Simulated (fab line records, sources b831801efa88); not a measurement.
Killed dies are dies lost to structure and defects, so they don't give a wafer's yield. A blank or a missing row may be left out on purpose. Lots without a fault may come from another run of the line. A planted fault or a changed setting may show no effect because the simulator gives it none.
fab line records | flow sfq_line
record lots=7 wafers=21 last_day=91
route steps=325 shown JJ@197 M5@198 A5B@209 R5@212 I5@228 M8@325
lots that met no fault: from a run of the same line without faults
start_h: hours from the record's first day to the start of the lot's first wafer shown | wait_h: hours since the lot's step before | " the same as in the row above | L1.1+2: a row that stands for several wafers | - no value, or no start given | * or withheld: withheld | < > ~ a bound
route shown NAME@n: a module of which the file shows steps, and the number in the route of the first | usual: mean/standard deviation of fault-free wafers | same: alike in all rows | chamber/n: place in a boat | sites: the reading at each site | _std_site: their standard deviation | _edge_site: outer sites' mean less inner sites' | radius_mm: how far each site lies from the wafer's centre | mask NAME#n: copy n | behind: the tool/chamber that last shaped the wafer | hold: why the lot was held/for how many hours/how that ended | device: the transistor (n, p or np) that didn't switch | end of line: the same wafers' tests at the end of the route | a step without rows: its recipe alone | killed: dies lost to structure and defects at the first sort, not the wafer's yield | map: a wafer's dies, x killed, . not, _ none there
set.NAME: the setting as run; set.NAME@STEP: as run at that earlier step | model.NAME: the simulator's own value behind a step, which no gauge read
lots at some steps of the route; a table a step, a row a wafer
services: from which hour (start_h, from the record's first day; less than 0 if before it) a tool's chamber was out of use, for how many hours, and why
## steps
# step SFQ_TRILAYER_JJ_CE_STRIP_SOLV_CLEAN_121
# recipe chemistry=NMP temp_c=70 time_s=600
# step SFQ_TRILAYER_M5_LITHO_COAT_128
# recipe resist=BARC spin_rpm=3000 resist_thk_nm=62
# step SFQ_TRILAYER_M5_LITHO_COAT_123
# recipe resist=KrF spin_rpm=3000 resist_thk_nm=589.5
# step SFQ_TRILAYER_M5_LITHO_SOFTBAKE_127
# recipe temp_c=withheld time_s=withheld resist=KrF
# step SFQ_TRILAYER_M5_LITHO_EXPOSE_124
# recipe mask_id=M5 na=0.6 source_shape=conventional sigma_outer=0.65 target_cd_nm=700 dose_mj=14.4
# step SFQ_TRILAYER_M5_LITHO_PEB_126
# recipe peb_temp_c=115 peb_time_s=60 resist=KrF
# step SFQ_TRILAYER_M5_LITHO_DEVELOP_125
# recipe time_s=60 resist=KrF
# step SFQ_M5_OVL_MEAS_932
# usual M5_OVL=0/4.3
# columns lot.wafer tool chamber start_h wait_h M5_OVL[nm]
L479.2 overlay-01 - 1347.84 0.1 3
L479.3 " - " " 3
L479.6 " - " " 1
L484.2 overlay-01 - 1512.16 0.1 1
L484.3 " - " " 4
L484.5 " - " " 4
L492.1 overlay-01 - 1677.30 0.1 -4
L492.3 " - " " -6
L492.5 " - " " 4
L493.1 overlay-01 - 1680.90 0.1 -1
L493.5 " - " " -1
L493.6 " - " " -3
L494.1 overlay-01 - 1686.90 0.1 -1
L494.3 " - " " 1
L494.5 " - " " -4
L498.1 overlay-02 - 1701.30 0.1 -2
L498.4 " - " " 7
L498.6 " - " " 7
L499.2 overlay-02 - 1731.18 0.1 5
L499.3 " - " " 3
L499.4 " - " " 3
# step SFQ_TRILAYER_M5_BARC_OPEN_METAL_ETCH_161
# recipe mask_material=PR chemistry=O2 target_depth_nm=125 target=BARC icp_w=600 bias_w=80 pressure_mtorr=10 time_s=41.7
# step SFQ_TRILAYER_M5_ETCH_METAL_ETCH_126
# recipe target=Nb stop_on=SiO2 mask_material=PR over_etch_frac=0.15 time_s=203.2 chemistry=Cl2/BCl3 target_depth_nm=265 icp_w=600 bias_w=80 pressure_mtorr=10
# usual drypump_motor_current_A=5.5/0.48 oes_product_au=0.729/0.0063
# same time_s=203.2
# columns lot.wafer tool chamber start_h wait_h drypump_motor_current_A oes_product_au rf_hours_counter_h
L479.2 rie_metal-04 0 1347.93 0.0 5.4 0.740 9
L479.3 " 0 " " 5.4 0.730 -
L479.6 " 0 " " 5.4 0.741 -
L484.2 rie_metal-03 0 1512.27 0.1 5.0 0.728 115
L484.3 " 0 " " 5.0 0.720 -
L484.5 " 0 " " 5.0 0.724 -
L492.1 rie_metal-01 1 1677.39 0.0 5.8 0.727 47
L492.3 " 0 " " 6.0 0.734 -
L492.5 " 1 " " 5.8 0.730 -
L493.1 rie_metal-04 0 1680.99 0.0 5.4 0.739 56
L493.5 " 1 " " 4.9 0.734 -
L493.6 " 0 " " 5.4 0.731 -
L494.1 rie_metal-01 1 1686.99 0.0 5.8 0.732 48
L494.3 " 0 " " 6.0 0.728 -
L494.5 " 0 " " 6.0 0.738 -
L498.1 rie_metal-04 0 1701.39 0.0 5.4 0.721 59
L498.4 " 0 " " 5.4 0.735 -
L498.6 " 0 " " 5.4 0.730 -
L499.2 rie_metal-01 1 1731.27 0.0 5.8 0.727 54
L499.3 " 1 " " 5.7 0.722 -
L499.4 " 0 " " 6.0 0.734 -
# step SFQ_TRILAYER_M5_STRIP_STRIP_127
# recipe gas=O2 power_w=203.6 platen_temp_c=40 overash_fraction=0.65 chemistry=O2 pressure_mtorr=50
# step SFQ_TRILAYER_M5_STRIP_SOLV_CLEAN_128
# recipe chemistry=NMP temp_c=70 time_s=600
# step SFQ_TRILAYER_A5B_DEP_PECVD_129
# recipe material=SiO2 temp_c=150 time_s=133.33 pressure_torr=2.4 rf_w=183.3 precursor=SiH4/N2O target_thk_nm=600
# usual chamber_pressure_Torr=2.401/0.0052 heater_power_outer_w=27/10 heater_power_w=77/16 throttle_valve_pct=23.9/0.88 time_s=133.33/0
# columns lot.wafer tool chamber start_h wait_h chamber_pressure_Torr heater_power_outer_w heater_power_w since_wet_clean_h throttle_valve_pct time_s
L479.2 pecvd-02 0 1348.90 0.0 2.398 26 78 402 23.4 133.33
L479.3 " 1 " " 2.397 30 84 402 22.3 133.33
L479.6 " 2 " " 2.407 22 70 - 22.7 133.33
L484.2 pecvd-02 1 1513.50 0.0 2.414 37 89 566 22.6 133.33
L484.3 " 2 " " 2.401 21 69 566 23.2 133.33
L484.5 " 0 " " 2.390 16 62 - 23.7 133.33
L492.1 pecvd-03 0 1678.36 0.0 - - - - - -
L492.3 " 1 " " - - - - - -
L492.5 " 2 " " - - - - - -
L493.1 pecvd-02 2 1681.96 0.0 - - - - - -
L493.5 " 0 " " - - - - - -
L493.6 " 1 " " - - - - - -
L494.1 pecvd-02 2 1687.96 0.0 - - - - - -
L494.3 " 1 " " - - - - - -
L494.5 " 0 " " - - - - - -
L498.1 pecvd-02 2 1702.36 0.0 2.399 26 74 755 23.6 133.33
L498.4 " 2 " " 2.403 28 75 - 23.5 133.33
L498.6 " 1 " " 2.400 34 87 - 23.2 133.33
L499.2 pecvd-02 1 1732.24 0.0 2.402 35 88 785 23.0 133.33
L499.3 " 0 " " 2.402 18 66 785 24.3 133.33
L499.4 " 1 " " 2.403 37 92 - 23.4 133.33
# step SFQ_TRILAYER_A5B_CMP_CMP_130
# recipe stop_on=Nb down_force_psi=3 platen_rpm=60 target_thk_nm=340.7
# step SFQ_TRILAYER_A5B_METRO_MEASURE_131
# columns lot.wafer tool chamber start_h wait_h
L479.2+3+6 film_metro-04 - 1352.92 1.2
L484.2+3+5 film_metro-04 - 1523.70 2.7
L492.1+3+5 film_metro-01 - 1681.45 2.5
L493.1+5+6 film_metro-01 - 1685.05 1.5
L494.1+3+5 film_metro-03 - 1692.62 2.0
L498.1+4+6 film_metro-03 - 1707.25 1.0
L499.2+3+4 film_metro-03 - 1735.53 2.7
# step SFQ_TRILAYER_R5_DEP_SPUTTER_132
# recipe material=Ti base_pressure_pa=1.33e-06 target_thk_nm=5 power_w=2000 time_s=5 chamber_pressure_pa=0.4
# step SFQ_TRILAYER_R5_DEP_SPUTTER_133
# recipe material=MoNx base_pressure_pa=1.33e-06 target_thk_nm=40 power_w=1000 time_s=66.7 chamber_pressure_pa=0.4
# step SFQ_TRILAYER_R5_DEP_SPUTTER_134
# recipe material=Ti base_pressure_pa=1.33e-06 target_thk_nm=5 power_w=2000 time_s=5 chamber_pressure_pa=0.4
# usual throttle_valve_pct=29.9/1.1
# same time_s=5
# columns lot.wafer tool chamber start_h wait_h throttle_valve_pct
L479.2 pvd_sputter-06 - 1354.00 0.0 30.8
L479.3 " - " " 28.6
L479.6 " - " " 28.7
L484.2 pvd_sputter-06 - 1524.77 0.0 30.9
L484.3 " - " " 28.6
L484.5 " - " " 30.9
L492.1 pvd_sputter-06 - 1682.73 0.0 28.8
L492.3 " - " " 31.0
L492.5 " - " " 30.8
L493.1 pvd_sputter-06 - 1686.33 0.0 30.8
L493.5 " - " " 28.4
L493.6 " - " " 28.4
L494.1 pvd_sputter-03 - 1693.89 0.0 28.2
L494.3 " - " " 28.6
L494.5 " - " " 28.4
L498.1 pvd_sputter-04 - 1708.53 0.0 29.9
L498.4 " - " " 30.4
L498.6 " - " " 31.4
L499.2 pvd_sputter-04 - 1736.60 0.0 29.9
L499.3 " - " " 31.6
L499.4 " - " " 30.3
# step SFQ_R5_RS_MEAS_933
# recipe thk_meas_gauge=four-point-probe reads=Ti_of_TRILAYER_R5_DEP_SPUTTER_134+MoNx_of_TRILAYER_R5_DEP_SPUTTER_133+Ti_of_TRILAYER_R5_DEP_SPUTTER_132
# usual R5_MONX_RS=7.09/0.088
# columns lot.wafer tool chamber start_h wait_h R5_MONX_RS[ohm/sq]
L479.2 film_metro-02 - 1354.04 0.0 7.17
L479.3 " - " " 7.05
L479.6 " - " " 7.00
L484.2 film_metro-02 - 1524.81 0.0 7.12
L484.3 " - " " 7.03
L484.5 " - " " 7.00
L492.1 film_metro-02 - 1682.75 0.0 6.94
L492.3 " - " " 7.13
L492.5 " - " " 7.05
L493.1 film_metro-03 - 1686.35 0.0 7.12
L493.5 " - " " 7.08
L493.6 " - " " 7.02
L494.1 film_metro-02 - 1693.91 0.0 7.16
L494.3 " - " " 7.20
L494.5 " - " " 7.13
L498.1 film_metro-01 - 1708.55 0.0 7.00
L498.4 " - " " 7.00
L498.6 " - " " 7.06
L499.2 film_metro-02 - 1736.64 0.0 7.14
L499.3 " - " " 7.20
L499.4 " - " " 7.13
# step SFQ_R5_THK_MEAS_934
# recipe thk_meas_gauge=xrf reads=MoNx_of_TRILAYER_R5_DEP_SPUTTER_133
# usual R5_MONX_THK=39.9/0.55
# columns lot.wafer tool chamber start_h wait_h R5_MONX_THK[nm]
L479.2 film_metro-02 - 1354.15 0.1 39.8
L479.3 " - " " 40.3
L479.6 " - " " 40.4
L484.2 film_metro-02 - 1524.92 0.1 39.4
L484.3 " - " " 40.2
L484.5 " - " " 40.2
L492.1 film_metro-02 - 1682.87 0.1 40.6
L492.3 " - " " 39.6
L492.5 " - " " 40.3
L493.1 film_metro-03 - 1686.47 0.1 39.8
L493.5 " - " " 39.9
L493.6 " - " " 40.3
L494.1 film_metro-02 - 1694.03 0.1 39.6
L494.3 " - " " 39.4
L494.5 " - " " 39.7
L498.1 film_metro-01 - 1708.67 0.1 40.5
L498.4 " - " " 40.7
L498.6 " - " " 40.0
L499.2 film_metro-02 - 1736.75 0.1 39.8
L499.3 " - " " 39.7
L499.4 " - " " 39.7
# step SFQ_TRILAYER_R5_LITHO_COAT_141
# recipe resist=BARC spin_rpm=3000 resist_thk_nm=62
# step SFQ_TRILAYER_R5_LITHO_COAT_136
# recipe resist=KrF spin_rpm=3000 resist_thk_nm=600
# step SFQ_TRILAYER_R5_LITHO_SOFTBAKE_140
# recipe temp_c=withheld time_s=withheld resist=KrF
# step SFQ_TRILAYER_R5_LITHO_EXPOSE_137
# recipe mask_id=R5 na=0.6 source_shape=conventional sigma_outer=0.65 target_cd_nm=500 dose_mj=14.4
# step SFQ_TRILAYER_R5_LITHO_PEB_139
# recipe peb_temp_c=115 peb_time_s=60 resist=KrF
# step SFQ_TRILAYER_R5_LITHO_DEVELOP_138
# recipe time_s=60 resist=KrF
# step SFQ_R5_OVL_MEAS_935
# usual R5_OVL=3/4.7
# columns lot.wafer tool chamber start_h wait_h R5_OVL[nm]
L479.2 overlay-02 - 1474.41 0.1 -1
L479.3 " - " " -2
L479.6 " - " " -2
L484.2 overlay-01 - 1633.43 0.1 4
L484.3 " - " " 10
L484.5 " - " " 0
L492.1 overlay-01 - 1782.90 0.1 1
L492.3 " - " " 4
L492.5 " - " " 2
L493.1 overlay-02 - 1786.50 0.1 7
L493.5 " - " " 11
L493.6 " - " " 6
L494.1 overlay-01 - 1793.70 0.1 3
L494.3 " - " " 0
L494.5 " - " " 3
L498.1 overlay-02 - 1810.50 0.1 7
L498.4 " - " " 12
L498.6 " - " " 12
L499.2 overlay-01 - 1836.01 0.1 4
L499.3 " - " " 7
L499.4 " - " " 3
# step SFQ_TRILAYER_R5_BARC_OPEN_METAL_ETCH_177
# recipe mask_material=PR chemistry=O2 target_depth_nm=125 target=BARC icp_w=600 bias_w=80 pressure_mtorr=10 time_s=41.7
# step SFQ_TRILAYER_R5_ETCH_METAL_ETCH_139
# recipe stop_on=SiO2 mask_material=PR chemistry=Cl2 target_depth_nm=60 icp_w=600 bias_w=80 pressure_mtorr=10 time_s=40
# usual drypump_motor_current_A=5.5/0.42 oes_product_au=0.991/0.0064
# same time_s=40
# columns lot.wafer tool chamber start_h wait_h drypump_motor_current_A oes_product_au rf_hours_counter_h
L479.2 rie_metal-01 0 1474.50 0.0 6.0 0.997 59
L479.3 " 1 " " 5.8 0.990 -
L479.6 " 0 " " 6.0 0.990 -
L484.2 rie_metal-01 0 1633.52 0.0 6.0 0.989 83
L484.3 " 1 " " 5.8 1.001 -
L484.5 " 0 " " 6.0 0.997 -
L492.1 rie_metal-01 1 1783.00 0.0 5.8 0.984 60
L492.3 " 1 " " 5.7 0.990 -
L492.5 " 0 " " 6.0 0.990 -
L493.1 rie_metal-01 1 1786.60 0.0 5.8 0.989 60
L493.5 " 1 " " 5.7 0.988 -
L493.6 " 0 " " 6.0 1.000 -
L494.1 rie_metal-04 1 1793.86 0.1 4.9 0.996 117
L494.3 " 1 " " 4.9 1.004 -
L494.5 " 1 " " 4.9 0.995 -
L498.1 rie_metal-01 0 1810.60 0.0 6.1 0.994 106
L498.4 " 1 " " 5.8 0.995 -
L498.6 " 1 " " 5.8 0.986 -
L499.2 rie_metal-04 0 1836.10 0.0 5.4 0.995 74
L499.3 " 1 " " 4.9 0.985 -
L499.4 " 0 " " 5.4 0.989 -
# step SFQ_TRILAYER_R5_STRIP_STRIP_140
# recipe gas=O2 power_w=200 platen_temp_c=40 overash_fraction=0.65 chemistry=O2 pressure_mtorr=50
# usual drypump_motor_current_A=5.5/0.42 oes_product_au=1.002/0.0075
# columns lot.wafer tool chamber start_h wait_h drypump_motor_current_A oes_product_au rf_hours_counter_h
L479.2 rie_metal-01 0 1474.55 0.0 6.1 1.005 59
L479.3 " 1 " " 5.8 1.013 -
L479.6 " 0 " " 6.0 0.998 -
L484.2 rie_metal-01 0 1633.58 0.0 6.0 0.999 83
L484.3 " 1 " " 5.8 1.015 -
L484.5 " 0 " " 6.0 1.003 -
L492.1 rie_metal-01 1 1783.05 0.0 5.7 1.017 60
L492.3 " 1 " " 5.8 1.015 -
L492.5 " 0 " " 6.0 1.008 -
L493.1 rie_metal-01 1 1786.65 0.0 5.8 1.010 60
L493.5 " 1 " " 5.8 1.002 -
L493.6 " 0 " " 6.0 0.995 -
L494.1 rie_metal-04 1 1793.97 0.1 5.0 1.003 117
L494.3 " 1 " " 5.0 1.014 -
L494.5 " 1 " " 5.0 1.010 -
L498.1 rie_metal-01 0 1810.65 0.0 6.0 0.982 106
L498.4 " 1 " " 5.8 1.004 -
L498.6 " 1 " " 5.8 1.015 -
L499.2 rie_metal-04 0 1836.16 0.0 5.4 1.005 75
L499.3 " 1 " " 4.9 0.996 -
L499.4 " 0 " " 5.4 1.008 -
# step SFQ_TRILAYER_R5_STRIP_SOLV_CLEAN_141
# recipe chemistry=NMP temp_c=70 time_s=600
# step SFQ_TRILAYER_A5C_DEP_PECVD_142
# recipe material=SiO2 temp_c=150 time_s=15.556 pressure_torr=2.4 rf_w=183.3 precursor=SiH4/N2O target_thk_nm=70
# step SFQ_TRILAYER_I5_LITHO_COAT_149
# recipe resist=BARC spin_rpm=3000 resist_thk_nm=62
# step SFQ_TRILAYER_I5_LITHO_COAT_144
# recipe resist=KrF spin_rpm=2944 resist_thk_nm=650
# step SFQ_TRILAYER_I5_LITHO_SOFTBAKE_148
# recipe temp_c=withheld time_s=withheld resist=KrF
# step SFQ_TRILAYER_I5_LITHO_EXPOSE_145
# recipe mask_id=I5 na=0.6 source_shape=conventional sigma_outer=0.65 target_cd_nm=700 dose_mj=21.3
# step SFQ_TRILAYER_I5_LITHO_PEB_147
# recipe peb_temp_c=115 peb_time_s=60 resist=KrF
# step SFQ_TRILAYER_I5_LITHO_DEVELOP_146
# recipe time_s=60 resist=KrF
# step SFQ_I5_OVL_MEAS_936
# usual I5_OVL=-2/4.5
# columns lot.wafer tool chamber start_h wait_h I5_OVL[nm]
L479.2 overlay-02 - 1603.43 0.1 -7
L479.3 " - " " -4
L479.6 " - " " -11
L484.2 overlay-02 - 1636.63 0.1 -3
L484.3 " - " " -1
L484.5 " - " " 2
L492.1 overlay-01 - 1880.25 0.1 -2
L492.3 " - " " -6
L492.5 " - " " -8
L493.1 overlay-01 - 1881.45 0.1 -2
L493.5 " - " " -1
L493.6 " - " " -1
L494.1 overlay-01 - 1887.45 0.1 -1
L494.3 " - " " -4
L494.5 " - " " 1
L498.1 overlay-02 - 1900.65 0.1 -9
L498.4 " - " " -7
L498.6 " - " " -10
L499.2 overlay-02 - 1921.06 0.1 6
L499.3 " - " " 2
L499.4 " - " " 1
# step SFQ_TRILAYER_I5_BARC_OPEN_VIA_ETCH_200
# recipe mask_material=PR chemistry=O2 target_depth_nm=125 target=BARC source_w=500 bias_w=80 pressure_mtorr=30 time_s=41.7
# step SFQ_TRILAYER_I5_ETCH_VIA_ETCH_147
# recipe stop_on=Nb mask_material=PR chemistry=CHF3 target_depth_nm=360 source_w=500 bias_w=78.92 pressure_mtorr=30 time_s=withheld
# usual drypump_motor_current_A=5.9/0.32 oes_product_au=0.987/0.0064
# columns lot.wafer tool chamber start_h wait_h drypump_motor_current_A oes_product_au
L479.2 rie_diel-04 0 1603.50 0.0 6.0 0.987
L479.3 " 3 " " 5.3 0.982
L479.6 " 3 " " 5.3 0.987
L484.2 rie_diel-03 3 1636.70 0.0 5.8 0.987
L484.3 " 0 " " 6.5 0.994
L484.5 " 0 " " 6.5 0.984
L492.1 rie_diel-01 1 1880.33 0.0 6.1 0.995
L492.3 " 3 " " 6.2 0.987
L492.5 " 2 " " 5.9 0.973
L493.1 rie_diel-03 2 1881.53 0.0 5.4 0.978
L493.5 " 3 " " 5.7 0.991
L493.6 " 2 " " 5.4 0.985
L494.1 rie_diel-03 3 1887.53 0.0 5.8 0.991
L494.3 " 1 " " 6.0 0.997
L494.5 " 2 " " 5.4 0.978
L498.1 rie_diel-03 0 1900.73 0.0 6.5 0.978
L498.4 " 1 " " 6.0 0.987
L498.6 " 0 " " 6.4 0.998
L499.2 rie_diel-04 1 1921.13 0.0 6.0 0.981
L499.3 " 0 " " 6.0 0.987
L499.4 " 2 " " 6.0 0.995
# step SFQ_TRILAYER_I5_STRIP_STRIP_148
# recipe gas=O2 power_w=200 platen_temp_c=40 overash_fraction=0.65 chemistry=O2 pressure_mtorr=50
# step SFQ_M8_BOW_MEAS_951
# recipe mode=bow
# usual M8_BOW=8/12
# columns lot.wafer tool chamber start_h wait_h M8_BOW[um] model.etest.i5.link_ohm
L479.2 film_metro-03 - 1927.01 0.0 18 2.233
L479.3 " - " " 21 2.23
L479.6 " - " " 12 2.253
L484.2 film_metro-04 - 1953.40 0.0 -2 2.288
L484.3 " - " " 11 2.284
L484.5 " - " " 2 2.284
L492.1 film_metro-03 - 2163.20 0.0 7 2.087
L492.3 " - " " 19 2.072
L492.5 " - " " 5 2.066
L493.1 film_metro-04 - 2169.32 0.0 5 2.114
L493.5 " - " " -17 2.103
L493.6 " - " " -9 2.123
L494.1 film_metro-04 - 2170.52 0.0 -4 2.118
L494.3 " - " " -6 2.124
L494.5 " - " " -5 2.117
L498.1 film_metro-03 - 2182.70 0.0 -11 2.277
L498.4 " - " " -7 2.267
L498.6 " - " " -17 2.29
L499.2 film_metro-02 - 2191.07 0.0 7 2.264
L499.3 " - " " -9 2.265
L499.4 " - " " 4 2.246
## services
# columns tool chamber start_h hours kind
pecvd-02 2 1396.02 3.5 repair
rie_diel-03 0 1402.28 5.1 repair
rie_metal-04 1 1402.56 11.6 repair
pvd_sputter-06 - 1414.23 2.0 repair
rie_diel-03 - 1450.88 2.8 pm
rie_diel-03 3 1453.88 2.1 repair
pecvd-02 - 1457.04 0.8 repair
rie_metal-04 - 1458.18 2.8 pm
pvd_sputter-06 - 1480.29 2.4 repair
rie_metal-04 - 1503.67 0.6 repair
rie_metal-01 - 1503.70 2.8 pm
pecvd-02 - 1506.04 1.1 repair
pecvd-02 - 1529.29 0.2 repair
rie_diel-03 1 1552.50 5.5 repair
rie_metal-01 0 1576.86 2.7 repair
pvd_sputter-06 - 1582.76 1.0 repair
pvd_sputter-06 - 1588.39 4.7 repair
rie_metal-04 - 1598.76 1.4 pm
rie_metal-04 0 1782.75 18.4 repair
rie_metal-04 1 1814.63 10.6 repair
rie_metal-04 - 1824.08 0.1 repair
pecvd-02 - 1824.51 5.5 pm
pecvd-02 - 1845.17 6.0 pm
pecvd-02 1 1855.12 5.0 repair
## key
first_sign step=SFQ_TRILAYER_A5B_DEP_PECVD_129 reading=tool_record direction=missing
effect none on later readings
model_effect step=SFQ_M8_BOW_MEAS_951 value=etest.i5.link_ohm without=2.265 struck=2.103
met_at SFQ_TRILAYER_A5B_DEP_PECVD_129
struck_wafers L492.1,L492.3,L492.5,L493.1,L493.5,L493.6,L494.1,L494.3,L494.5
onset_between 1513.50 1678.36
fault kind=skipped_step_whole tool=pecvd-02,pecvd-03 chamber=- onset_h=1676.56 steps=SFQ_TRILAYER_A5B_DEP_PECVD_129 scope=struck_lots_only
